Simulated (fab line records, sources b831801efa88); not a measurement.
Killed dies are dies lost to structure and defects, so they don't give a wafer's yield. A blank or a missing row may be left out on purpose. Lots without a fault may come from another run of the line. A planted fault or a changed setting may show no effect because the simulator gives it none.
Which tool did it? | flow gf180mcu | 11 lots, 33 wafers sampled, at 2 steps of a route of 602

WHAT THE GAUGES READ, wafer by wafer
GF_STI_THK_MEAS_24.
lot  | measured    | on            | STI_CVD_23_THK (nm)
L625 | day 2 04:44 | film_metro-03 | 649 647 644
L626 | day 2 08:41 | film_metro-01 | 651 652 661
L627 | day 2 15:05 | film_metro-01 | 641 643 658
L628 | day 2 19:03 | film_metro-03 | 648 640 644
L630 | day 3 05:15 | film_metro-03 | 646 650 642
L634 | day 4 03:31 | film_metro-02 | 652 651 652
L635 | day 4 07:14 | film_metro-02 | 648 656 652
L636 | day 4 12:26 | film_metro-01 | 654 650 644
L637 | day 4 17:00 | film_metro-03 | 646 647 655
L639 | day 5 04:10 | film_metro-03 | 648 640 544
L641 | day 5 15:01 | film_metro-02 | 652 657 658

WHICH TOOL RAN EACH LOT (tool, then ch and the chambers of the sampled wafers, then the start)
lot  | GF_STI_CVD_23
L625 | hdpcvd-02 ch 1,2, day 2 04:40
L626 | hdpcvd-01 ch 0,1,2, day 2 08:37
L627 | hdpcvd-02 ch 0,1, day 2 15:00
L628 | hdpcvd-02 ch 0,1,2, day 2 18:58
L630 | hdpcvd-02 ch 0,2, day 3 05:10
L634 | hdpcvd-02 ch 0,1,2, day 4 03:26
L635 | hdpcvd-02 ch 0,1,2, day 4 07:10
L636 | hdpcvd-02 ch 0,1,2, day 4 12:22
L637 | hdpcvd-02 ch 0,1,2, day 4 16:55
L639 | hdpcvd-02 ch 0,1, day 5 04:06
L641 | hdpcvd-01 ch 1,2, day 5 14:56
- GF_STI_CVD_23: deposits SiO2, target thk 650 nm, time 108.3 s.

THE ANSWER, worked out from the rows above alone
Rule: what is usual is taken from the lots themselves. Put in order of their means at a reading, lots are off if they are a third of the lots or fewer, leave a main group of 4 or more, and stand apart from it by a gap of 3 or more times the standard deviation of the main group's means; of several such gaps the widest counts. A main group whose means are all the same, to the digits that the tables above print for the reading, isn't used. A lot without any number at a reading at which 4 lots or more have one is off too. The other lots that the step has rows for count as sound.
Off: L639, at GF_STI_THK_MEAS_24 (STI_CVD_23_THK). The main group: mean 650 nm, standard deviation 3.6.
A tool fits if, at a process step before that reading, it ran every lot that is off, and no sound lot after the first of them. The gauges at GF_STI_THK_MEAS_24 are tried like those tools. Can't be told from this: 2 tools fit, hdpcvd-02 at GF_STI_CVD_23, film_metro-03 at GF_STI_THK_MEAS_24.

WHAT THE SIMULATOR HAD PUT IN
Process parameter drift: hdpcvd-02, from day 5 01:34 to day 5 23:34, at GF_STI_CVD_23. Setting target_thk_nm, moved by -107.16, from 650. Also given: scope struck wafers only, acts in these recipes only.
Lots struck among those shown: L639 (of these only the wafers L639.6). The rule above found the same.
